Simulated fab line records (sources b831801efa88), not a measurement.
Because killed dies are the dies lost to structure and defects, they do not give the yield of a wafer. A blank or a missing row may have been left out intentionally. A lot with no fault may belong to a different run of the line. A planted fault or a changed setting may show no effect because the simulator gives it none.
One fault seen from 2 desks | flow gf180mcu | each desk has only its own numbers; what lay behind them comes last

THE METROLOGY DESK
Means of the sampled wafers that have a number, per lot and without regard to the tool the lot ran on: this is what the gauges read. If a lot's mean is further than 4 standard deviations from the usual mean, the lot is out of limits and carries the mark OUT (the distance appears in the brackets).
Columns: A = cd-nm at GF_M1_CD_MEAS_14, usual 229.9 nm
lot  | first seen here | A
L740 | day 17 02:36    | 227.8
L741 | day 18 03:51    | 229.7
L743 | day 18 12:50    | 229.7
L745 | day 19 04:05    | 231.3
L748 | day 19 21:20    | 231.4
L750 | day 20 12:15    | 250.4 (+17) OUT
L751 | day 20 21:25    | 250.1 (+17) OUT
L752 | day 21 09:04    | 245.6 (+13) OUT
L753 | day 21 17:27    | 229.6
L755 | day 22 09:59    | 231.2
L756 | day 22 19:00    | 231.0
L758 | day 23 16:20    | 228.9
Finding of this desk: L750, L751, L752 out of limits; the first was L750 at day 20 12:15, on cd-nm at GF_M1_CD_MEAS_14. In limits: L740, L741, L743, L745, L748, L753, L755, L756, L758.

THE TOOL OWNER'S DESK: krf-scanner-02
The tool's own readings at GF_M1_EXPOSE_11 (exposes mask Metal1, target cd 230 nm): means of the sampled wafers that have a number, for each lot that ran on this tool. If a lot's mean is further than 4 standard deviations from the usual mean, the lot is out of limits and carries the mark OUT (the distance appears in the brackets).
Columns: A = exposure-dose-mJ-cm2 at GF_M1_EXPOSE_11, usual 27.993
lot  | first seen here | A
L740 | day 16 15:19    | 27.998
L741 | day 17 16:35    | 28.016
L745 | day 18 16:19    | 27.990
L748 | day 19 08:47    | 27.959
L750 | day 20 00:22    | 24.505 (-99 or more) OUT
L751 | day 20 09:38    | 24.515 (-99 or more) OUT
L752 | day 20 20:59    | 25.187 (-99 or more) OUT
Finding of this desk: L750, L751, L752 out of limits; the first was L750 at day 20 00:22, on exposure-dose-mJ-cm2 at GF_M1_EXPOSE_11. In limits: L740, L741, L745, L748.

PUT TOGETHER
The tool owner's desk could have raised an alarm at day 20 00:22, on L750, L751, L752.
The metrology desk could have raised an alarm at day 20 12:15, on L750, L751, L752.
Of the lots named, all ran GF_M1_EXPOSE_11 on krf-scanner-02.

WHAT THE SIMULATOR HAD PUT IN
Process parameters drifting: krf-scanner-02 at GF_M1_EXPOSE_11, beginning at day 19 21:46. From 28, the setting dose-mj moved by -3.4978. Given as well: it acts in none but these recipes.
Struck lots among those shown: L750, L751, L752.
Time in hours from fault onset to the first out-of-limits reading at each desk: tool owner's desk 3, metrology desk 14.
